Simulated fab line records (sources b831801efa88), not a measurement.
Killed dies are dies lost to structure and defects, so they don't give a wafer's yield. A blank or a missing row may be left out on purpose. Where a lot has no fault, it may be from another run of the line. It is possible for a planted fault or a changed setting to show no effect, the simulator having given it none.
Which tool did it? | flow gf180mcu | 14 lots, 39 wafers sampled, at 5 steps of a route of 602

## WHAT THE GAUGES READ, wafer by wafer
GF_STI_THK_MEAS_24.
lot  | measured    | on            | STI_CVD_23_THK (nm)
L228 | day 2 03:13 | film metro-03 | 655 653 654
L229 | day 2 08:16 | film metro-01 | 650 658 658
L230 | day 2 14:38 | film metro-02 | 644 635 637
L231 | day 2 19:47 | film metro-03 | 649 643 646
L233 | day 3 05:28 | film metro-02 | 648 642 644
L234 | day 3 14:28 | film metro-01 | 641 639 644
L235 | day 3 14:49 | film metro-03 | 656 657 653
L236 | day 3 21:38 | film metro-01 | 835 837
L237 | day 4 02:33 | film metro-02 | 648 843
L238 | day 4 07:40 | film metro-02 | 647 643 655
L242 | day 5 03:21 | film metro-02 | 653 856
L244 | day 5 13:16 | film metro-02 | 651 641 656
L247 | day 6 05:14 | film metro-03 | 655 658 654
L248 | day 6 10:23 | film metro-01 | 649 645 656

GF_MVSD_OVL_MEAS_07.
lot  | measured    | on         | MVSD_OVL (nm)
L228 | day 4 09:16 | overlay-02 | -1.7 0.2 0.7
L229 | day 4 14:08 | overlay-02 | -0.2 0.1 -0.2
L230 | day 4 22:31 | overlay-01 | -0.1 -0.5 0.8
L231 | day 5 04:13 | overlay-01 | -2.2 -0.2 0.3
L233 | day 5 13:28 | overlay-01 | 0.2 0.5 0.7
L234 | day 6 00:32 | overlay-01 | 0.1 1.8 -1.1
L235 | day 6 00:53 | overlay-02 | 0.9 0.3 0.6
L236 | day 6 10:08 | overlay-01 | 1.3 -0.6
L237 | day 6 14:48 | overlay-02 | -0.6 0.5
L238 | day 6 19:34 | overlay-02 | 1.2 2.4 1.5
L242 | day 7 19:55 | overlay-02 | 1.7 0.8
L244 | day 8 06:31 | overlay-02 | 0.2 -0.2 -0.6
L247 | day 9 01:31 | overlay-01 | -1.9 -0.9 0.6
L248 | day 9 06:13 | overlay-02 | -1.6 -0.9 -1.6

GF_V1_CD_MEAS_14 targets a cd of 260 nm.
lot  | measured     | on        | cd nm (nm)
L228 | day 17 21:06 | cd sem-02 | 258.0 260.6 258.6
L229 | day 18 02:01 | cd sem-02 | 258.2 257.5 258.2
L230 | day 18 14:16 | cd sem-01 | 260.6 258.4 260.1
L231 | day 19 02:06 | cd sem-02 | 260.5 259.8 259.8
L233 | day 19 21:00 | cd sem-02 | 261.0 260.3 260.0
L234 | day 20 09:07 | cd sem-01 | 259.6 258.6 258.0
L235 | day 20 14:52 | cd sem-01 | 258.6 258.4 258.2
L236 | day 21 06:08 | cd sem-02 | 261.0 260.3
L237 | day 21 16:50 | cd sem-02 | 257.9 257.9
L238 | day 22 03:39 | cd sem-02 | 259.6 260.6 260.1
L242 | day 23 12:06 | cd sem-01 | 259.3 257.2
L244 | day 24 04:11 | cd sem-01 | 260.5 259.9 259.2
L247 | day 25 08:18 | cd sem-02 | 258.2 257.3 257.3
L248 | day 25 09:15 | cd sem-01 | 260.0 259.7 260.9

## EACH LOT AND THE TOOL THAT RAN IT (in order: tool; ch and the chambers of the sampled wafers; start)
lot  | GF_STI_CVD_23                   | GF_STI_CMP_25
L228 | hdpcvd-02 ch 0,1,2, day 2 03:08 | cmp-01 ch 1,2,3, day 2 03:16
L229 | hdpcvd-02 ch 0,1,2, day 2 08:12 | cmp-01 ch 0,1, day 2 08:18
L230 | hdpcvd-02 ch 0,2, day 2 14:32   | cmp-02 ch 0,1,3, day 2 14:41
L231 | hdpcvd-02 ch 0,1,2, day 2 19:43 | cmp-02 ch 1,2,3, day 2 19:51
L233 | hdpcvd-02 ch 0,1,2, day 3 05:23 | cmp-02 ch 0,3, day 3 05:32
L234 | hdpcvd-02 ch 0,1,2, day 3 14:23 | cmp-02 ch 0,2,3, day 3 14:37
L235 | hdpcvd-01 ch 0,1,2, day 3 14:44 | cmp-01 ch 0,1,3, day 3 14:56
L236 | hdpcvd-02 ch 0, day 3 21:32     | cmp-02 ch 0,3, day 3 22:07
L237 | hdpcvd-02 ch 0,1, day 4 02:29   | cmp-01 ch 3, day 4 02:40
L238 | hdpcvd-01 ch 0,1,2, day 4 07:36 | cmp-01 ch 0,1,2, day 4 07:47
L242 | hdpcvd-02 ch 0,1, day 5 03:16   | cmp-01 ch 1,3, day 5 03:31
L244 | hdpcvd-01 ch 0,1,2, day 5 13:11 | cmp-01 ch 1,2,3, day 5 13:20
L247 | hdpcvd-01 ch 1,2, day 6 05:10   | cmp-02 ch 0,1,2, day 6 05:18
L248 | hdpcvd-01 ch 1,2, day 6 10:19   | cmp-01 ch 2,3, day 6 10:30
- GF_STI_CVD_23: deposits SiO2, target thk 650 nm, time 108.3 s.
- GF_STI_CMP_25: polishes, stops on Si3N4, t overpolish 33 s, target thk 524.6 nm.

## WHAT THE TOOLS THEMSELVES READ (means of the sampled wafers that have a number; where no wafer has one, the mark that the record gives instead)
GF_STI_CMP_25.
lot  | tool   | motor current A (A) | retaining ring pressure frac | time to endpoint s (s)
L228 | cmp-01 | 13.6                | 1.008                        | 128
L229 | cmp-01 | 15.0                | 1.000                        | 125
L230 | cmp-02 | 11.6                | 1.002                        | 118
L231 | cmp-02 | 11.4                | 1.013                        | 124
L233 | cmp-02 | 10.8                | 1.002                        | 120
L234 | cmp-02 | 11.1                | 1.004                        | 118
L235 | cmp-01 | 13.8                | 1.003                        | 126
L236 | cmp-02 | 11.1                | 0.995                        | 160
L237 | cmp-01 | 13.1                | 1.006                        | 150
L238 | cmp-01 | 14.6                | 1.004                        | 123
L242 | cmp-01 | 12.9                | 1.002                        | 150
L244 | cmp-01 | 13.6                | 1.000                        | 127
L247 | cmp-02 | 11.4                | 0.998                        | 121
L248 | cmp-01 | 14.3                | 0.999                        | 123

## THE ANSWER, worked out from the rows above alone
Rule: usual is defined by the lots themselves. Put in order of their means at a reading, lots are off if they are a third of the lots or fewer, leave a main group of 4 or more, and stand apart from it by a gap of 3 or more times the standard deviation of the main group's means; of several such gaps the widest counts. The tables above print the reading to a certain number of digits; a main group whose means all agree to those digits is not used. A lot without any number at a reading at which 4 lots or more have one is off too. All remaining lots with rows at the step are treated as sound. The gauges are gone through in route order, then the tools' own readings, and for those a lot's mean is taken as printed above. At the first step where some lot is off, the reading lying furthest off is the one used; lots without a number count as furthest.
Off: L236, L237, L242, at GF_STI_THK_MEAS_24 (STI_CVD_23_THK). Mean 649 nm and standard deviation 5.6 in the main group.
A tool fits if, at a process step before that reading, it ran every lot that is off, and no sound lot after the first of them. The gauges at GF_STI_THK_MEAS_24 aren't tried: what is off there is off at GF_STI_CMP_25 too, on other tools, and a gauge's error can't cause that. One fits: GF_STI_CVD_23 on hdpcvd-02. A fault onset in the window from L234 (day 3 14:23, its last sound lot) to L236 (day 3 21:32, its first lot off) fits.

## WHAT THE SIMULATOR HAD PUT IN
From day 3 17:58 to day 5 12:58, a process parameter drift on hdpcvd-02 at GF_STI_CVD_23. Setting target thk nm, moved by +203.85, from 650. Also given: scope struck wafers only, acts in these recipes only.
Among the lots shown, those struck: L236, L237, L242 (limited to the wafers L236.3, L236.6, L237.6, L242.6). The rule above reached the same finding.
